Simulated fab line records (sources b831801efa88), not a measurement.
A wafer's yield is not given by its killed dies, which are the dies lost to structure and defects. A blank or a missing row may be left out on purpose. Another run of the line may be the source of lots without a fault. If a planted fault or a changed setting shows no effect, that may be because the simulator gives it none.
The tool behind it: which one? || flow sky130 || 12 lots, 33 wafers sampled, at 5 steps of a route of 708

WHAT THE GAUGES READ, wafer by wafer
SKY_SONOS_ONO_THK_MEAS_01. Usual: SONOS_ONO_OXIDATION_THK gives 2.62 nm (standard deviation 0.055).
{"lot": "L710", "measured": "day 11 17:41", "on": "filmMetro-01", "SONOS_ONO_OXIDATION_THK (nm)": "2.55 2.53 2.56", "flag": ""}
{"lot": "L711", "measured": "day 12 03:23", "on": "filmMetro-03", "SONOS_ONO_OXIDATION_THK (nm)": "2.64 2.61 2.60", "flag": ""}
{"lot": "L714", "measured": "day 13 03:13", "on": "filmMetro-04", "SONOS_ONO_OXIDATION_THK (nm)": "2.66 2.66 2.67", "flag": ""}
{"lot": "L716", "measured": "day 14 01:29", "on": "filmMetro-04", "SONOS_ONO_OXIDATION_THK (nm)": "2.68 2.66 2.69", "flag": ""}
{"lot": "L717", "measured": "day 14 08:30", "on": "filmMetro-01", "SONOS_ONO_OXIDATION_THK (nm)": "2.60 2.56 2.62", "flag": ""}
{"lot": "L719", "measured": "day 15 00:04", "on": "filmMetro-03", "SONOS_ONO_OXIDATION_THK (nm)": "2.48 2.57 2.61", "flag": ""}
{"lot": "L721", "measured": "day 15 08:37", "on": "filmMetro-01", "SONOS_ONO_OXIDATION_THK (nm)": "2.57 2.54 2.56", "flag": ""}
{"lot": "L722", "measured": "day 15 22:44", "on": "filmMetro-01", "SONOS_ONO_OXIDATION_THK (nm)": "2.64 2.68 2.68", "flag": ""}
{"lot": "L723", "measured": "day 16 01:20", "on": "filmMetro-01", "SONOS_ONO_OXIDATION_THK (nm)": "2.54 2.59 2.56", "flag": ""}
{"lot": "L728", "measured": "day 17 18:21", "on": "filmMetro-04", "SONOS_ONO_OXIDATION_THK (nm)": "2.67 2.68", "flag": ""}
{"lot": "L730", "measured": "day 18 23:38", "on": "filmMetro-01", "SONOS_ONO_OXIDATION_THK (nm)": "2.58 2.63", "flag": ""}
{"lot": "L731", "measured": "day 19 08:56", "on": "filmMetro-04", "SONOS_ONO_OXIDATION_THK (nm)": "2.65 2.63", "flag": ""}

SKY_GATE_OXIDE_TW_MEAS_14. Usual: GATE_OXIDE_TW gives 223.1 (standard deviation 1.6).
{"lot": "L710", "measured": "day 14 04:02", "on": "filmMetro-04", "GATE_OXIDE_TW": "222.6 222.0 221.4", "flag": ""}
{"lot": "L711", "measured": "day 14 15:13", "on": "filmMetro-02", "GATE_OXIDE_TW": "223.3 222.0 222.0", "flag": ""}
{"lot": "L714", "measured": "day 15 14:19", "on": "filmMetro-02", "GATE_OXIDE_TW": "219.8 220.6 220.5", "flag": ""}
{"lot": "L716", "measured": "day 16 12:49", "on": "filmMetro-03", "GATE_OXIDE_TW": "225.3 224.9 225.5", "flag": ""}
{"lot": "L717", "measured": "day 16 23:01", "on": "filmMetro-03", "GATE_OXIDE_TW": "224.4 224.2 224.8", "flag": ""}
{"lot": "L719", "measured": "day 17 14:34", "on": "filmMetro-04", "GATE_OXIDE_TW": "222.4 221.0 222.3", "flag": ""}
{"lot": "L721", "measured": "day 17 21:28", "on": "filmMetro-03", "GATE_OXIDE_TW": "224.0 222.5 223.8", "flag": ""}
{"lot": "L722", "measured": "day 18 14:46", "on": "filmMetro-03", "GATE_OXIDE_TW": "225.8 226.8 226.4", "flag": ""}
{"lot": "L723", "measured": "day 18 17:25", "on": "filmMetro-02", "GATE_OXIDE_TW": "222.3 222.1 223.2", "flag": ""}
{"lot": "L728", "measured": "day 20 12:19", "on": "filmMetro-02", "GATE_OXIDE_TW": "220.8 223.5", "flag": ""}
{"lot": "L730", "measured": "day 21 16:11", "on": "filmMetro-02", "GATE_OXIDE_TW": "223.5 223.7", "flag": ""}
{"lot": "L731", "measured": "day 22 04:28", "on": "filmMetro-03", "GATE_OXIDE_TW": "223.7 223.2", "flag": ""}

TOOL THAT RAN EACH LOT (tool first, then ch and the chambers of the sampled wafers, then the start)
{"lot": "L710", "SKY_VT_ADJUST_PCH_STRIP_09": "plasmaAsher-03 ch 0,1, day 10 15:29", "SKY_SONOS_ONO_ETCH_15": "rieDiel-03 ch 0,3, day 12 23:08", "SKY_SONOS_ONO_STRIP_17": "plasmaAsher-04 ch 0,1, day 12 23:14"}
{"lot": "L711", "SKY_VT_ADJUST_PCH_STRIP_09": "plasmaAsher-03 ch 0,1, day 11 00:40", "SKY_SONOS_ONO_ETCH_15": "rieDiel-02 ch 2,3, day 13 10:58", "SKY_SONOS_ONO_STRIP_17": "plasmaAsher-01 ch 0,1, day 13 11:05"}
{"lot": "L714", "SKY_VT_ADJUST_PCH_STRIP_09": "plasmaAsher-03 ch 0,1, day 11 23:37", "SKY_SONOS_ONO_ETCH_15": "rieDiel-03 ch 2,3, day 14 06:47", "SKY_SONOS_ONO_STRIP_17": "plasmaAsher-02 ch 1, day 14 06:53"}
{"lot": "L716", "SKY_VT_ADJUST_PCH_STRIP_09": "plasmaAsher-04 ch 0,1, day 12 18:29", "SKY_SONOS_ONO_ETCH_15": "rieDiel-01 ch 0,2,3, day 15 05:29", "SKY_SONOS_ONO_STRIP_17": "plasmaAsher-02 ch 0,1, day 15 05:35"}
{"lot": "L717", "SKY_VT_ADJUST_PCH_STRIP_09": "plasmaAsher-02 ch 0,1, day 13 01:01", "SKY_SONOS_ONO_ETCH_15": "rieDiel-02 ch 1,3, day 15 15:23", "SKY_SONOS_ONO_STRIP_17": "plasmaAsher-01 ch 0,1, day 15 15:29"}
{"lot": "L719", "SKY_VT_ADJUST_PCH_STRIP_09": "plasmaAsher-03 ch 0,1, day 13 17:01", "SKY_SONOS_ONO_ETCH_15": "rieDiel-01 ch 0,2,3, day 16 05:36", "SKY_SONOS_ONO_STRIP_17": "plasmaAsher-02 ch 0,1, day 16 05:43"}
{"lot": "L721", "SKY_VT_ADJUST_PCH_STRIP_09": "plasmaAsher-02 ch 0,1, day 14 04:19", "SKY_SONOS_ONO_ETCH_15": "rieDiel-03 ch 2,3, day 16 14:32", "SKY_SONOS_ONO_STRIP_17": "plasmaAsher-02 ch 0,1, day 16 14:38"}
{"lot": "L722", "SKY_VT_ADJUST_PCH_STRIP_09": "plasmaAsher-02 ch 0,1, day 14 16:46", "SKY_SONOS_ONO_ETCH_15": "rieDiel-02 ch 0,2, day 17 06:00", "SKY_SONOS_ONO_STRIP_17": "plasmaAsher-04 ch 0,1, day 17 06:06"}
{"lot": "L723", "SKY_VT_ADJUST_PCH_STRIP_09": "plasmaAsher-03 ch 0,1, day 14 20:53", "SKY_SONOS_ONO_ETCH_15": "rieDiel-01 ch 1,2,3, day 17 08:10", "SKY_SONOS_ONO_STRIP_17": "plasmaAsher-04 ch 0,1, day 17 08:16"}
{"lot": "L728", "SKY_VT_ADJUST_PCH_STRIP_09": "plasmaAsher-02 ch 0,1, day 16 10:16", "SKY_SONOS_ONO_ETCH_15": "rieDiel-03 ch 0,3, day 19 02:11", "SKY_SONOS_ONO_STRIP_17": "plasmaAsher-04 ch 0,1, day 19 02:18"}
{"lot": "L730", "SKY_VT_ADJUST_PCH_STRIP_09": "plasmaAsher-03 ch 0,1, day 17 14:46", "SKY_SONOS_ONO_ETCH_15": "rieDiel-03 ch 0,1, day 20 07:57", "SKY_SONOS_ONO_STRIP_17": "plasmaAsher-01 ch 0,1, day 20 08:07"}
{"lot": "L731", "SKY_VT_ADJUST_PCH_STRIP_09": "plasmaAsher-03 ch 0, day 18 01:05", "SKY_SONOS_ONO_ETCH_15": "rieDiel-03 ch 2, day 20 18:23", "SKY_SONOS_ONO_STRIP_17": "plasmaAsher-01 ch 1, day 20 18:30"}
- SKY_VT_ADJUST_PCH_STRIP_09: strips in O2/N2.
- SKY_SONOS_ONO_ETCH_15: etches the open film in CHF3/O2, target depth 19.52 nm, time 7.8 s.
- SKY_SONOS_ONO_STRIP_17: strips in O2/N2.

AS READ BY THE TOOLS THEMSELVES (means over the sampled wafers that have a number; for cases with no such wafer, the mark the record gives instead)
SKY_VT_ADJUST_PCH_STRIP_09. Usual: drypumpMotorCurrentA 5.54 A, standard deviation 0.18; o2FlowSccm 3001 sccm, standard deviation 7.9; oesProductAu 0.722 a.u., standard deviation 0.0047; stripTimeToEndpointS 36.93 s, standard deviation 0.1.
{"lot": "L710", "tool": "plasmaAsher-03", "drypumpMotorCurrentA (A)": 5.64, "o2FlowSccm (sccm)": 3007, "oesProductAu (a.u.)": 0.726, "stripTimeToEndpointS (s)": 37.03, "flag": ""}
{"lot": "L711", "tool": "plasmaAsher-03", "drypumpMotorCurrentA (A)": 5.63, "o2FlowSccm (sccm)": 2999, "oesProductAu (a.u.)": 0.722, "stripTimeToEndpointS (s)": 37.04, "flag": ""}
{"lot": "L714", "tool": "plasmaAsher-03", "drypumpMotorCurrentA (A)": 5.62, "o2FlowSccm (sccm)": 3000, "oesProductAu (a.u.)": 0.722, "stripTimeToEndpointS (s)": 36.89, "flag": ""}
{"lot": "L716", "tool": "plasmaAsher-04", "drypumpMotorCurrentA (A)": 5.41, "o2FlowSccm (sccm)": 3005, "oesProductAu (a.u.)": 0.718, "stripTimeToEndpointS (s)": 36.96, "flag": ""}
{"lot": "L717", "tool": "plasmaAsher-02", "drypumpMotorCurrentA (A)": 5.57, "o2FlowSccm (sccm)": 3001, "oesProductAu (a.u.)": 0.723, "stripTimeToEndpointS (s)": 36.97, "flag": ""}
{"lot": "L719", "tool": "plasmaAsher-03", "drypumpMotorCurrentA (A)": 5.63, "o2FlowSccm (sccm)": 2999, "oesProductAu (a.u.)": 0.720, "stripTimeToEndpointS (s)": 37.03, "flag": ""}
{"lot": "L721", "tool": "plasmaAsher-02", "drypumpMotorCurrentA (A)": 5.44, "o2FlowSccm (sccm)": 2995, "oesProductAu (a.u.)": 0.724, "stripTimeToEndpointS (s)": 37.03, "flag": ""}
{"lot": "L722", "tool": "plasmaAsher-02", "drypumpMotorCurrentA (A)": 5.46, "o2FlowSccm (sccm)": 2997, "oesProductAu (a.u.)": 0.728, "stripTimeToEndpointS (s)": 36.86, "flag": ""}
{"lot": "L723", "tool": "plasmaAsher-03", "drypumpMotorCurrentA (A)": 5.64, "o2FlowSccm (sccm)": 3002, "oesProductAu (a.u.)": 0.718, "stripTimeToEndpointS (s)": 37.01, "flag": ""}
{"lot": "L728", "tool": "plasmaAsher-02", "drypumpMotorCurrentA (A)": 5.50, "o2FlowSccm (sccm)": 2996, "oesProductAu (a.u.)": 0.719, "stripTimeToEndpointS (s)": 36.98, "flag": ""}
{"lot": "L730", "tool": "plasmaAsher-03", "drypumpMotorCurrentA (A)": 5.66, "o2FlowSccm (sccm)": 2990, "oesProductAu (a.u.)": 0.720, "stripTimeToEndpointS (s)": 37.10, "flag": ""}
{"lot": "L731", "tool": "plasmaAsher-03", "drypumpMotorCurrentA (A)": 5.58, "o2FlowSccm (sccm)": 2998, "oesProductAu (a.u.)": 0.726, "stripTimeToEndpointS (s)": 36.86, "flag": ""}

SKY_SONOS_ONO_ETCH_15. Usual: drypumpMotorCurrentA 5.7 A, standard deviation 0.48; oesProductAu 0.998 a.u., standard deviation 0.0097; throttleValvePct 8.825 %, standard deviation 0.0095.
{"lot": "L710", "tool": "rieDiel-03", "drypumpMotorCurrentA (A)": 5.9, "oesProductAu (a.u.)": 1.005, "throttleValvePct (%)": 8.816, "flag": ""}
{"lot": "L711", "tool": "rieDiel-02", "drypumpMotorCurrentA (A)": 6.0, "oesProductAu (a.u.)": 1.012, "throttleValvePct (%)": 8.828, "flag": ""}
{"lot": "L714", "tool": "rieDiel-03", "drypumpMotorCurrentA (A)": 5.5, "oesProductAu (a.u.)": 1.004, "throttleValvePct (%)": 8.826, "flag": ""}
{"lot": "L716", "tool": "rieDiel-01", "drypumpMotorCurrentA (A)": 5.7, "oesProductAu (a.u.)": 0.995, "throttleValvePct (%)": 8.824, "flag": ""}
{"lot": "L717", "tool": "rieDiel-02", "drypumpMotorCurrentA (A)": 6.4, "oesProductAu (a.u.)": 0.998, "throttleValvePct (%)": 8.828, "flag": ""}
{"lot": "L719", "tool": "rieDiel-01", "drypumpMotorCurrentA (A)": 5.7, "oesProductAu (a.u.)": 0.986, "throttleValvePct (%)": 8.834, "flag": ""}
{"lot": "L721", "tool": "rieDiel-03", "drypumpMotorCurrentA (A)": 5.5, "oesProductAu (a.u.)": 1.005, "throttleValvePct (%)": 8.831, "flag": ""}
{"lot": "L722", "tool": "rieDiel-02", "drypumpMotorCurrentA (A)": 5.9, "oesProductAu (a.u.)": 0.988, "throttleValvePct (%)": 8.826, "flag": ""}
{"lot": "L723", "tool": "rieDiel-01", "drypumpMotorCurrentA (A)": 5.6, "oesProductAu (a.u.)": 0.987, "throttleValvePct (%)": 8.821, "flag": ""}
{"lot": "L728", "tool": "rieDiel-03", "drypumpMotorCurrentA (A)": 5.8, "oesProductAu (a.u.)": 1.211, "throttleValvePct (%)": 8.878, "flag": "OFF"}
{"lot": "L730", "tool": "rieDiel-03", "drypumpMotorCurrentA (A)": 5.5, "oesProductAu (a.u.)": 1.206, "throttleValvePct (%)": 8.864, "flag": "OFF"}
{"lot": "L731", "tool": "rieDiel-03", "drypumpMotorCurrentA (A)": 5.8, "oesProductAu (a.u.)": 1.234, "throttleValvePct (%)": 8.875, "flag": "OFF"}

SKY_SONOS_ONO_STRIP_17. Usual: drypumpMotorCurrentA 5.8 A, standard deviation 0.56; o2FlowSccm 3000 sccm, standard deviation 8; oesProductAu 0.710 a.u., standard deviation 0.0047; stripTimeToEndpointS 14.09 s, standard deviation 0.037.
{"lot": "L710", "tool": "plasmaAsher-04", "drypumpMotorCurrentA (A)": 5.5, "o2FlowSccm (sccm)": 3000, "oesProductAu (a.u.)": 0.709, "stripTimeToEndpointS (s)": 14.10, "flag": ""}
{"lot": "L711", "tool": "plasmaAsher-01", "drypumpMotorCurrentA (A)": 6.5, "o2FlowSccm (sccm)": 2994, "oesProductAu (a.u.)": 0.708, "stripTimeToEndpointS (s)": 14.06, "flag": ""}
{"lot": "L714", "tool": "plasmaAsher-02", "drypumpMotorCurrentA (A)": 5.7, "o2FlowSccm (sccm)": 2988, "oesProductAu (a.u.)": 0.712, "stripTimeToEndpointS (s)": 14.16, "flag": ""}
{"lot": "L716", "tool": "plasmaAsher-02", "drypumpMotorCurrentA (A)": 5.6, "o2FlowSccm (sccm)": 3012, "oesProductAu (a.u.)": 0.708, "stripTimeToEndpointS (s)": 14.04, "flag": ""}
{"lot": "L717", "tool": "plasmaAsher-01", "drypumpMotorCurrentA (A)": 6.5, "o2FlowSccm (sccm)": 2994, "oesProductAu (a.u.)": 0.710, "stripTimeToEndpointS (s)": 14.10, "flag": ""}
{"lot": "L719", "tool": "plasmaAsher-02", "drypumpMotorCurrentA (A)": 5.4, "o2FlowSccm (sccm)": 3000, "oesProductAu (a.u.)": 0.710, "stripTimeToEndpointS (s)": 14.10, "flag": ""}
{"lot": "L721", "tool": "plasmaAsher-02", "drypumpMotorCurrentA (A)": 5.4, "o2FlowSccm (sccm)": 3002, "oesProductAu (a.u.)": 0.708, "stripTimeToEndpointS (s)": 14.10, "flag": ""}
{"lot": "L722", "tool": "plasmaAsher-04", "drypumpMotorCurrentA (A)": 5.3, "o2FlowSccm (sccm)": 3004, "oesProductAu (a.u.)": 0.708, "stripTimeToEndpointS (s)": 14.06, "flag": ""}
{"lot": "L723", "tool": "plasmaAsher-04", "drypumpMotorCurrentA (A)": 5.5, "o2FlowSccm (sccm)": 2999, "oesProductAu (a.u.)": 0.710, "stripTimeToEndpointS (s)": 14.08, "flag": ""}
{"lot": "L728", "tool": "plasmaAsher-04", "drypumpMotorCurrentA (A)": 5.3, "o2FlowSccm (sccm)": 2992, "oesProductAu (a.u.)": 0.712, "stripTimeToEndpointS (s)": 14.08, "flag": ""}
{"lot": "L730", "tool": "plasmaAsher-01", "drypumpMotorCurrentA (A)": 6.5, "o2FlowSccm (sccm)": 2991, "oesProductAu (a.u.)": 0.710, "stripTimeToEndpointS (s)": 14.03, "flag": ""}
{"lot": "L731", "tool": "plasmaAsher-01", "drypumpMotorCurrentA (A)": 6.6, "o2FlowSccm (sccm)": 2998, "oesProductAu (a.u.)": 0.714, "stripTimeToEndpointS (s)": 13.95, "flag": "OFF"}

THE ANSWER, worked out from the rows above alone
Rule: a lot is off if the mean of its wafers that have a number lies more than 3 standard deviations from the usual mean. Also off: a lot with no number at a reading for which 4 or more lots have one. The other lots that the step has rows for count as sound. After the gauges, taken in route order, come the tools' own readings; for these a lot's mean is taken, as printed above. The first step at which some lot is off is used, and at that step the reading that is off furthest; a lot without a number counts as furthest.
Off at SKY_SONOS_ONO_ETCH_15 (oesProductAu): L728, L730, L731.
If a tool, at that step or one of the process steps before it, ran each lot that is off and ran no sound lot following the first of them, it fits. One candidate fits, namely rieDiel-03 at SKY_SONOS_ONO_ETCH_15. A fault onset in the window from L721 (day 16 14:32, its last sound lot) to L728 (day 19 02:11, its first lot off) fits.
The tool's own readings at SKY_SONOS_ONO_ETCH_15 bear it out: on the lots that are off they differ by more than 5 times the standard deviation of the sound lots' means. oesProductAu reads 1.217 a.u. there against 0.998 a.u. on the sound lots; throttleValvePct reads 8.872 % there against 8.826 % on the sound lots.

WHAT THE SIMULATOR PUT IN
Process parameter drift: rieDiel-03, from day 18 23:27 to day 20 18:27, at SKY_SONOS_ONO_ETCH_15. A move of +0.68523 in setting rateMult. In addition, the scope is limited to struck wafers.
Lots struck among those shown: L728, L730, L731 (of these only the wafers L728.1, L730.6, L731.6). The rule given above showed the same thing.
